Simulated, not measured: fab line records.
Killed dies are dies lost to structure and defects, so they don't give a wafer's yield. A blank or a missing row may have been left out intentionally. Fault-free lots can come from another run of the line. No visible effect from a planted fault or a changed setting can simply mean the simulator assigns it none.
fab line records -- flow sky130
record lots=6, wafers=18, last-day=50
route steps=708 shown RES_XHIGH@339 SD_N@342 PAD_OPEN@708
lots untouched by any fault: they come from a run of this same line in which no faults occurred
start-h: hours from the record's opening day to when the first of the lot's shown wafers began -- wait-h: hours elapsed since this lot's preceding step -- " as in the row above -- L1.1+2: a single row standing in for several wafers -- - no value, or no start was given -- * or withheld: withheld -- < > ~ a bound
route shown NAME@n: NAME is a module with steps in the file, n the number in the route of the first one -- usual: the fault-free wafers' mean and standard deviation -- same: alike in all rows -- chamber/n: place in a boat -- sites: each site's reading -- _std_site: the standard deviation of these -- _edge_site: the outer-site mean with the inner-site mean subtracted -- radius-mm: how far each site lies from the wafer's centre -- mask NAME#n: copy n -- behind: tool/chamber where the wafer was last shaped -- hold: why the lot was held/for how many hours/how that ended -- device: names the non-switching transistor (n, p or np) -- end of line: the route-end tests of the same wafers -- a step given without rows: its recipe and nothing more -- killed: dies that structure and defects cost at the first sort, which is not the same as the wafer's yield -- map: per-die view of a wafer (x killed, . not killed, _ where there is no die)
set.NAME: the setting as run; set.NAME@STEP: as run at that earlier step -- model.NAME: the simulator's own value behind a step, which no gauge read
certain route steps with their lots: each step a table, each wafer a row
services: a tool's chamber out of use, with start hour (start-h, from the record's first day; less than 0 if before it), hours out, and reason
## steps
# step SKY_RES_XHIGH_IMPLANT_07
# recipe species=BF2, energy-kev=20, dose-cm2=3.6e+14, tilt-deg=0
# step SKY_RES_XHIGH_STRIP_08
# recipe chemistry=O2/N2, power-w=1400, pressure-mtorr=1500, platen-temp-c=withheld, o2-flow-sccm=3000, n2-flow-sccm=300, overash-fraction=0.5
# usual drypump-motor-current-A=5.77/0.17, oes-product-au=0.711/0.0044, strip-time-to-endpoint-s=14.28/0.038
lot.wafer,tool,chamber,start-h,wait-h,drypump-motor-current-A,oes-product-au,rf-hours-counter-h,strip-time-to-endpoint-s
L503.1,plasma-asher-02,1,624.13,0.1,5.88,0.712,83,14.29
L503.5,plasma-asher-02,0,624.13,0.1,5.54,0.711,-,14.30
L503.6,plasma-asher-02,1,624.13,0.1,5.85,0.707,-,14.29
L510.1,plasma-asher-03,0,707.78,0.1,6.03,0.713,56,14.28
L510.2,plasma-asher-03,1,707.78,0.1,5.56,0.711,56,14.29
L510.3,plasma-asher-03,0,707.78,0.1,6.04,0.703,-,14.24
L512.2,plasma-asher-02,1,711.68,0.1,5.89,0.709,91,14.27
L512.3,plasma-asher-02,1,711.68,0.1,5.91,0.702,-,14.26
L512.5,plasma-asher-02,0,711.68,0.1,5.54,0.706,-,14.27
L515.1,plasma-asher-03,0,747.59,0.1,6.03,0.716,60,14.29
L515.4,plasma-asher-03,0,747.59,0.1,6.02,0.715,-,14.30
L515.5,plasma-asher-03,1,747.59,0.1,5.54,0.712,-,14.34
L524.2,plasma-asher-01,1,798.18,0.1,5.78,0.708,5,14.30
L524.3,plasma-asher-01,0,798.18,0.1,5.85,0.711,-,14.29
L524.4,plasma-asher-01,1,798.18,0.1,5.78,0.710,-,14.25
L525.1,plasma-asher-03,0,798.48,0.1,6.07,0.714,65,14.29
L525.3,plasma-asher-03,0,798.48,0.1,6.07,0.708,-,14.28
L525.4,plasma-asher-03,1,798.48,0.1,5.55,0.704,-,14.27
# step SKY_RES_XHIGH_TW_MEAS_09
# usual RES_XHIGH_TW=1643/23
lot.wafer,tool,chamber,start-h,wait-h,RES_XHIGH_TW
L503.1,film-metro-03,-,624.23,0.1,1643
L503.5,film-metro-03,-,624.23,0.1,1642
L503.6,film-metro-03,-,624.23,0.1,1645
L510.1,film-metro-02,-,707.88,0.1,1631
L510.2,film-metro-02,-,707.88,0.1,1627
L510.3,film-metro-02,-,707.88,0.1,1622
L512.2,film-metro-03,-,711.79,0.1,1623
L512.3,film-metro-03,-,711.79,0.1,1623
L512.5,film-metro-03,-,711.79,0.1,1624
L515.1,film-metro-03,-,747.69,0.1,1616
L515.4,film-metro-03,-,747.69,0.1,1624
L515.5,film-metro-03,-,747.69,0.1,1629
L524.2,film-metro-03,-,798.29,0.1,1628
L524.3,film-metro-03,-,798.29,0.1,1636
L524.4,film-metro-03,-,798.29,0.1,1636
L525.1,film-metro-02,-,798.58,0.1,1629
L525.3,film-metro-02,-,798.58,0.1,1630
L525.4,film-metro-02,-,798.58,0.1,1631
# step SKY_SD_N_DEHYDRATE_00
# recipe temp-c=200, time-s=60
# step SKY_SD_N_HMDS_01
# recipe prime-time-s=60, prime-temp-c=120
# step SKY_SD_N_COAT_02
# recipe resist=NOVOLAK, spin-rpm=3000, resist-thk-nm=1140
# step SKY_SD_N_SOFTBAKE_03
# recipe temp-c=90, time-s=60, resist=NOVOLAK
# step SKY_SD_N_EXPOSE_04
# recipe mask-id=NSDM, na=0.6, source-shape=conventional, sigma-outer=0.6, polarization=unpolarized, target-cd-nm=380, dose-mj=141
# step SKY_SD_N_PEB_05
# recipe temp-c=withheld, time-s=*, resist=NOVOLAK
# step SKY_SD_N_DEVELOP_06
# recipe resist=NOVOLAK, developer=TMAH, develop-time-s=60, dev-temp-c=23
# step SKY_SD_N_CD_MEAS_07
# recipe target-cd-nm=380
# usual cd-nm=380.7/2.2
lot.wafer,tool,chamber,start-h,wait-h,cd-nm
L503.1,cd-sem-02,-,652.91,0.1,385.3
L503.5,cd-sem-02,-,652.91,0.1,385.4
L503.6,cd-sem-02,-,652.91,0.1,384.5
L510.1,cd-sem-02,-,735.26,0.1,384.1
L510.2,cd-sem-02,-,735.26,0.1,381.2
L510.3,cd-sem-02,-,735.26,0.1,380.1
L512.2,cd-sem-02,-,739.73,0.1,380.9
L512.3,cd-sem-02,-,739.73,0.1,383.5
L512.5,cd-sem-02,-,739.73,0.1,380.6
L515.1,cd-sem-02,-,775.14,0.1,384.5
L515.4,cd-sem-02,-,775.14,0.1,383.6
L515.5,cd-sem-02,-,775.14,0.1,380.8
L524.2,cd-sem-01,-,823.79,0.1,379.2
L524.3,cd-sem-01,-,823.79,0.1,378.0
L524.4,cd-sem-01,-,823.79,0.1,377.3
L525.1,cd-sem-01,-,824.34,0.1,378.9
L525.3,cd-sem-01,-,824.34,0.1,383.7
L525.4,cd-sem-01,-,824.34,0.1,380.7
# step SKY_SD_N_OVL_MEAS_08
# usual SD_N_OVL=-1.3/1.1
lot.wafer,tool,chamber,start-h,wait-h,SD_N_OVL[nm]
L503.1,overlay-02,-,653.03,0.1,-1.5
L503.5,overlay-02,-,653.03,0.1,-1.5
L503.6,overlay-02,-,653.03,0.1,-0.9
L510.1,overlay-01,-,735.38,0.1,-2.0
L510.2,overlay-01,-,735.38,0.1,-2.0
L510.3,overlay-01,-,735.38,0.1,-0.7
L512.2,overlay-01,-,739.83,0.1,-0.7
L512.3,overlay-01,-,739.83,0.1,-0.6
L512.5,overlay-01,-,739.83,0.1,-2.0
L515.1,overlay-01,-,775.26,0.1,-1.8
L515.4,overlay-01,-,775.26,0.1,-1.4
L515.5,overlay-01,-,775.26,0.1,-1.5
L524.2,overlay-01,-,823.89,0.1,-1.2
L524.3,overlay-01,-,823.89,0.1,-2.8
L524.4,overlay-01,-,823.89,0.1,-1.2
L525.1,overlay-01,-,824.46,0.1,-2.2
L525.3,overlay-01,-,824.46,0.1,-2.3
L525.4,overlay-01,-,824.46,0.1,-2.6
# step SKY_SD_N_IMPLANT_09
# recipe species=As, energy-kev=50, dose-cm2=4e+15, tilt-deg=0
lot.wafer,tool,chamber,start-h,wait-h
L503.1+5+6,implanter-01,0,653.06,0.0
L510.1+2+3,implanter-02,0,735.41,0.0
L510.1+2+3,implanter-02,0,735.73,0.3
L512.2+3+5,implanter-02,0,739.89,0.0
L512.2+3+5,implanter-02,0,740.21,0.3
L515.1+4+5,implanter-02,0,775.29,0.0
L524.2+3+4,implanter-02,0,824.13,0.2
L525.1+3+4,implanter-02,0,824.49,0.0
# step SKY_SD_N_IMPLANT_10
# recipe species=P, energy-kev=20, dose-cm2=1e+14, tilt-deg=0
# step SKY_SD_N_STRIP_11
# recipe chemistry=O2/N2, power-w=1400, pressure-mtorr=1500, platen-temp-c=withheld, o2-flow-sccm=3000, n2-flow-sccm=300, overash-fraction=0.5
# usual drypump-motor-current-A=5.76/0.12, oes-product-au=0.527/0.0045, strip-time-to-endpoint-s=22.55/0.044
lot.wafer,tool,chamber,start-h,wait-h,drypump-motor-current-A,oes-product-au,rf-hours-counter-h,strip-time-to-endpoint-s
L503.1,plasma-asher-01,0,653.36,0.1,5.86,0.526,94,22.53
L503.5,plasma-asher-01,0,653.36,0.1,5.84,0.527,-,22.56
L503.6,plasma-asher-01,1,653.36,0.1,5.78,0.527,-,22.53
L510.1,plasma-asher-04,0,736.03,0.1,5.63,0.515,30,23.81
L510.2,plasma-asher-04,1,736.03,0.1,5.80,0.514,30,23.84
L510.3,plasma-asher-04,0,736.03,0.1,5.67,0.507,-,23.81
L512.2,plasma-asher-04,1,740.48,0.1,5.80,0.507,31,23.82
L512.3,plasma-asher-04,0,740.48,0.1,5.73,0.516,-,23.83
L512.5,plasma-asher-04,0,740.48,0.1,5.72,0.506,-,23.80
L515.1,plasma-asher-02,0,775.59,0.1,5.56,0.533,98,22.53
L515.4,plasma-asher-02,0,775.59,0.1,5.53,0.532,-,22.56
L515.5,plasma-asher-02,1,775.59,0.1,5.91,0.534,-,22.50
L524.2,plasma-asher-04,0,824.40,0.1,5.71,0.522,39,22.63
L524.3,plasma-asher-04,1,824.40,0.1,5.80,0.521,-,22.57
L524.4,plasma-asher-04,0,824.40,0.1,5.75,0.534,-,22.57
L525.1,plasma-asher-02,1,824.79,0.1,5.91,0.533,103,22.64
L525.3,plasma-asher-02,0,824.79,0.1,5.55,0.529,-,22.63
L525.4,plasma-asher-02,1,824.79,0.1,5.90,0.526,-,22.62
# step SKY_SD_N_TW_MEAS_12
# usual SD_N_TW=4015/60
lot.wafer,tool,chamber,start-h,wait-h,SD_N_TW
L503.1,film-metro-04,-,653.46,0.1,4053
L503.5,film-metro-04,-,653.46,0.1,4036
L503.6,film-metro-04,-,653.46,0.1,4034
L510.1,film-metro-02,-,736.13,0.1,4059
L510.2,film-metro-02,-,736.13,0.1,4056
L510.3,film-metro-02,-,736.13,0.1,4043
L512.2,film-metro-04,-,740.63,0.1,4202
L512.3,film-metro-04,-,740.63,0.1,4174
L512.5,film-metro-04,-,740.63,0.1,4180
L515.1,film-metro-04,-,775.69,0.1,4097
L515.4,film-metro-04,-,775.69,0.1,4088
L515.5,film-metro-04,-,775.69,0.1,4076
L524.2,film-metro-04,-,824.51,0.1,4065
L524.3,film-metro-04,-,824.51,0.1,4080
L524.4,film-metro-04,-,824.51,0.1,4105
L525.1,film-metro-04,-,824.89,0.1,4063
L525.3,film-metro-04,-,824.89,0.1,4055
L525.4,film-metro-04,-,824.89,0.1,4066
# step SKY_SD_N_CLEAN_13
# recipe chemistry=SC1/SC2, mix=1:4:20, temp-c=70, time-s=150, dry=n2-spin
# step SKY_SD_N_RTA_14
# recipe temp-c=1075, time-s=2, idle-temp-c=650, ramp-up-c-per-s=150, ramp-down-c-per-s=90, ambient=N2
# usual lamp-power-pct=15.74/0.049, wafer_temp_C_max=1078.1/1.4
lot.wafer,tool,chamber,start-h,wait-h,lamp-power-pct,wafer_temp_C_max
L503.1,rtp-anneal-02,0,653.57,0.0,15.71,1078.4
L503.5,rtp-anneal-02,0,653.57,0.0,15.79,1077.7
L503.6,rtp-anneal-02,0,653.57,0.0,15.81,1078.5
L510.1,rtp-anneal-01,0,736.24,0.0,15.77,1076.4
L510.2,rtp-anneal-01,0,736.24,0.0,15.68,1080.9
L510.3,rtp-anneal-01,0,736.24,0.0,15.78,1076.0
L512.2,rtp-anneal-02,0,741.10,0.0,15.79,1077.5
L512.3,rtp-anneal-02,0,741.10,0.0,15.79,1080.4
L512.5,rtp-anneal-02,0,741.10,0.0,15.80,1077.1
L515.1,rtp-anneal-02,0,775.80,0.0,15.77,1077.4
L515.4,rtp-anneal-02,0,775.80,0.0,15.66,1078.2
L515.5,rtp-anneal-02,0,775.80,0.0,15.68,1076.7
L524.2,rtp-anneal-01,0,824.62,0.0,15.76,1077.9
L524.3,rtp-anneal-01,0,824.62,0.0,15.67,1077.6
L524.4,rtp-anneal-01,0,824.62,0.0,15.68,1078.2
L525.1,rtp-anneal-02,0,825.00,0.0,15.64,1075.7
L525.3,rtp-anneal-02,0,825.00,0.0,15.67,1076.5
L525.4,rtp-anneal-02,0,825.00,0.0,15.77,1079.9
# step SKY_SD_N_RS_MEAS_16
# recipe thk-meas-gauge=four-point-probe
# usual SD_N_RS=68.51/0.1
lot.wafer,tool,chamber,start-h,wait-h,SD_N_RS[ohm/sq]
L503.1,film-metro-04,-,653.75,0.1,68.48
L503.5,film-metro-04,-,653.75,0.1,68.59
L503.6,film-metro-04,-,653.75,0.1,68.39
L510.1,film-metro-04,-,736.41,0.1,63.67
L510.2,film-metro-04,-,736.41,0.1,63.82
L510.3,film-metro-04,-,736.41,0.1,63.86
L510.1,film-metro-04,-,736.70,0.3,63.78
L510.2,film-metro-04,-,736.70,0.3,63.69
L510.3,film-metro-04,-,736.70,0.3,63.85
L512.2,film-metro-03,-,741.41,0.1,63.82
L512.3,film-metro-03,-,741.41,0.1,63.67
L512.5,film-metro-03,-,741.41,0.1,63.68
L512.2,film-metro-03,-,741.69,0.3,63.71
L512.3,film-metro-03,-,741.69,0.3,63.69
L512.5,film-metro-03,-,741.69,0.3,63.48
L515.1,film-metro-02,-,775.98,0.1,68.45
L515.4,film-metro-02,-,775.98,0.1,68.48
L515.5,film-metro-02,-,775.98,0.1,68.52
L524.2,film-metro-03,-,824.81,0.1,68.52
L524.3,film-metro-03,-,824.81,0.1,68.36
L524.4,film-metro-03,-,824.81,0.1,68.62
L525.1,film-metro-02,-,825.18,0.1,68.59
L525.3,film-metro-02,-,825.18,0.1,68.47
L525.4,film-metro-02,-,825.18,0.1,68.56
# step SKY_PAD_OPEN_PROBE_99
# usual defect-limited-yield=82.6/1.9, killed_at_M0_to_M3=43/6.9, killed_at_M4_up=3.0/1.8, killed-at-contacts=24/4.8, killed-at-front-end=15/4.5, killed-at-other=0.4/0.67, killed-dies=86/9.2, killed-open=46/6.9, killed-short=39/6, sort_bin_3_pad_short=0.8/0.39, sort_bin_5_function=10.2/1.3, sort_bin_6_memory=6.3/1.2, sort-n-pass=406/9.2, sort-yield-pct=82.6/1.9
# same gross-dies=492, killed-at-back-side=0, sort_bin_4_leakage[%]=0, sort_bin_8_speed[%]=0
lot.wafer,tool,chamber,start-h,wait-h,defect-limited-yield[%],killed_at_M0_to_M3,killed_at_M4_up,killed-at-contacts,killed-at-front-end,killed-at-other,killed-dies,killed-open,killed-short,sort_bin_3_pad_short[%],sort_bin_5_function[%],sort_bin_6_memory[%],sort-n-pass,sort-yield-pct[%]
L503.1,prober-01,-,1079.68,0.1,81.9,45,2,21,21,0,89,49,40,1.0,8.7,8.3,403,81.9
L503.5,prober-01,-,1079.88,0.2,81.1,49,3,26,15,0,93,52,41,1.4,11.2,6.3,399,81.1
L503.6,prober-01,-,1079.93,0.2,82.1,43,7,22,16,0,88,46,41,1.0,10.4,6.5,404,82.1
L515.1,prober-01,-,1165.77,0.1,81.5,44,2,30,13,2,91,43,46,1.6,10.2,6.7,401,81.5
L515.4,prober-01,-,1165.92,0.2,81.9,43,3,27,16,0,89,44,45,0.4,11.8,5.9,403,81.9
L515.5,prober-01,-,1165.97,0.2,82.9,41,3,24,16,0,84,50,34,0.8,10.4,5.9,408,82.9
L524.2,prober-01,-,1199.76,0.1,84.8,43,1,19,12,0,75,39,35,1.4,8.3,5.5,417,84.8
L524.3,prober-01,-,1199.81,0.2,83.3,45,3,23,11,0,82,47,35,0.2,10.0,6.5,410,83.3
L524.4,prober-01,-,1199.86,0.2,79.5,40,2,34,25,0,101,57,44,1.0,12.4,7.1,391,79.5
L525.1,prober-02,-,1199.84,0.1,83.1,50,2,23,8,0,83,44,39,1.0,10.2,5.7,409,83.1
L525.3,prober-02,-,1199.94,0.2,82.3,50,5,21,10,1,87,42,45,1.4,10.0,6.3,405,82.3
L525.4,prober-02,-,1199.99,0.2,82.7,42,2,20,20,1,85,46,39,0.6,9.8,6.9,407,82.7
# killed by level:class
L503.1 VIA2:geometric-particle:open=12 POLY_GATE:geometric-particle:open=9 CONTACT:geometric-particle:open=9 METAL2:geometric-particle:short=8 POLY_GATE:geometric-particle:short=6 LOCAL_INTERCONNECT:geometric-particle:short=6 VIA1:geometric-particle:open=5 VIA1:geometric-particle:short=5
L503.5 VIA1:geometric-particle:open=10 VIA3:geometric-particle:open=10 LI_CONTACT:geometric-particle:open=7 METAL1:geometric-particle:short=6 CONTACT:geometric-particle:open=5 LOCAL_INTERCONNECT:geometric-particle:short=5 VIA2:geometric-particle:open=5 LI_CONTACT:geometric-particle:short=4
L503.6 CONTACT:geometric-particle:open=10 METAL2:geometric-particle:short=8 VIA3:geometric-particle:open=7 LI_CONTACT:geometric-particle:open=6 VIA1:geometric-particle:open=6 METAL1:geometric-particle:short=5 VIA1:geometric-particle:short=4 POLY_GATE:geometric-particle:open=4
L515.1 LOCAL_INTERCONNECT:geometric-particle:short=8 CONTACT:geometric-particle:open=7 METAL1:geometric-particle:short=7 VIA1:geometric-particle:open=7 VIA2:geometric-particle:open=7 LI_CONTACT:geometric-particle:short=6 LI_CONTACT:geometric-particle:open=5 VIA3:geometric-particle:open=5
L515.4 VIA1:geometric-particle:open=9 CONTACT:geometric-particle:open=9 LI_CONTACT:geometric-particle:open=8 METAL1:geometric-particle:short=6 VIA3:geometric-particle:open=6 LI_CONTACT:geometric-particle:short=5 POLY_GATE:geometric-particle:open=4 VIA1:geometric-particle:short=4
L515.5 LI_CONTACT:geometric-particle:open=8 VIA3:geometric-particle:open=8 VIA1:geometric-particle:open=8 CONTACT:geometric-particle:open=7 FIELD_ISO:geometric-particle:open=6 VIA1:geometric-particle:short=5 METAL2:geometric-particle:short=5 VIA2:geometric-particle:open=5
L524.2 VIA2:geometric-particle:open=9 METAL1:geometric-particle:short=9 CONTACT:geometric-particle:open=7 VIA1:geometric-particle:short=7 LI_CONTACT:geometric-particle:open=6 FIELD_ISO:geometric-particle:open=5 VIA1:geometric-particle:open=5 VIA3:geometric-particle:open=4
L524.3 LI_CONTACT:geometric-particle:open=8 VIA1:geometric-particle:open=8 FIELD_ISO:geometric-particle:open=7 METAL2:geometric-particle:short=7 VIA2:geometric-particle:open=7 CONTACT:geometric-particle:open=6 METAL1:geometric-particle:short=5 VIA1:geometric-particle:short=4
L525.1 VIA3:geometric-particle:open=12 VIA1:geometric-particle:open=9 METAL1:geometric-particle:short=7 VIA1:geometric-particle:short=6 CONTACT:geometric-particle:short=6 CONTACT:geometric-particle:open=6 LI_CONTACT:geometric-particle:open=5 METAL2:geometric-particle:short=3
L524.4 CONTACT:geometric-particle:open=20 VIA1:geometric-particle:open=9 FIELD_ISO:geometric-particle:open=7 METAL1:geometric-particle:short=7 FIELD_ISO:geometric-particle:short=6 LI_CONTACT:geometric-particle:open=6 METAL2:geometric-particle:short=6 POLY_GATE:geometric-particle:open=5
L525.3 VIA1:geometric-particle:open=13 METAL1:geometric-particle:short=9 LOCAL_INTERCONNECT:geometric-particle:short=7 VIA3:geometric-particle:open=6 FIELD_ISO:geometric-particle:short=5 VIA2:geometric-particle:open=5 VIA1:geometric-particle:short=5 LI_CONTACT:geometric-particle:open=4
L525.4 VIA1:geometric-particle:open=13 LOCAL_INTERCONNECT:geometric-particle:short=7 VIA1:geometric-particle:short=7 POLY_GATE:geometric-particle:open=6 FIELD_ISO:geometric-particle:short=5 LOCAL_INTERCONNECT:geometric-particle:open=5 LI_CONTACT:geometric-particle:open=4 VIA3:geometric-particle:open=4
## services
tool,chamber,start-h,hours,kind
implanter-02,-,613.87,17.7,pm
plasma-asher-01,-,615.14,4.3,pm
rtp-anneal-01,-,624.31,5.8,pm
implanter-02,-,635.12,22.5,pm
plasma-asher-04,-,641.20,1.4,repair
plasma-asher-02,-,643.89,1.7,repair
implanter-02,-,671.83,2.1,repair
plasma-asher-01,-,716.09,1.6,repair
plasma-asher-01,-,733.75,9.0,pm
plasma-asher-01,0,733.75,9.0,vent-cycle
plasma-asher-01,1,733.75,9.0,vent-cycle
plasma-asher-01,-,740.57,1.8,repair
plasma-asher-01,0,742.75,-,clean
plasma-asher-01,1,742.75,-,clean
implanter-01,-,743.13,0.9,repair
implanter-01,-,774.54,2.8,repair
implanter-01,-,794.92,1.8,repair
plasma-asher-03,-,799.71,1.4,repair
implanter-01,-,820.02,27.7,pm
## key
first-sign step=SKY_SD_N_IMPLANT_09, reading=visit, direction=added
effect step=SKY_SD_N_STRIP_11, reading=strip-time-to-endpoint-s, direction=up, sigmas=29, usual=*, struck=*
effect step=SKY_SD_N_TW_MEAS_12, reading=SD_N_TW, direction=up, sigmas=1.7, usual=4015, struck=4119
effect step=SKY_SD_N_RS_MEAS_16, reading=visit, direction=added
effect step=SKY_SD_N_RS_MEAS_16, reading=SD_N_RS, direction=down, sigmas=46, usual=68.51, struck=63.75
met-at SKY_SD_N_IMPLANT_09
struck-wafers L510.1,L510.2,L510.3,L512.2,L512.3,L512.5
scrapped-behind SKY_SD_N_RS_MEAS_16 L510.1,L510.2,L510.3,L512.2,L512.3,L512.5
fault kind=repeated-step-whole, tool=implanter-01,implanter-02,implanter-04, chamber=-, onset-h=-, steps=SKY_SD_N_IMPLANT_09, times=1, scope=struck-lots-only
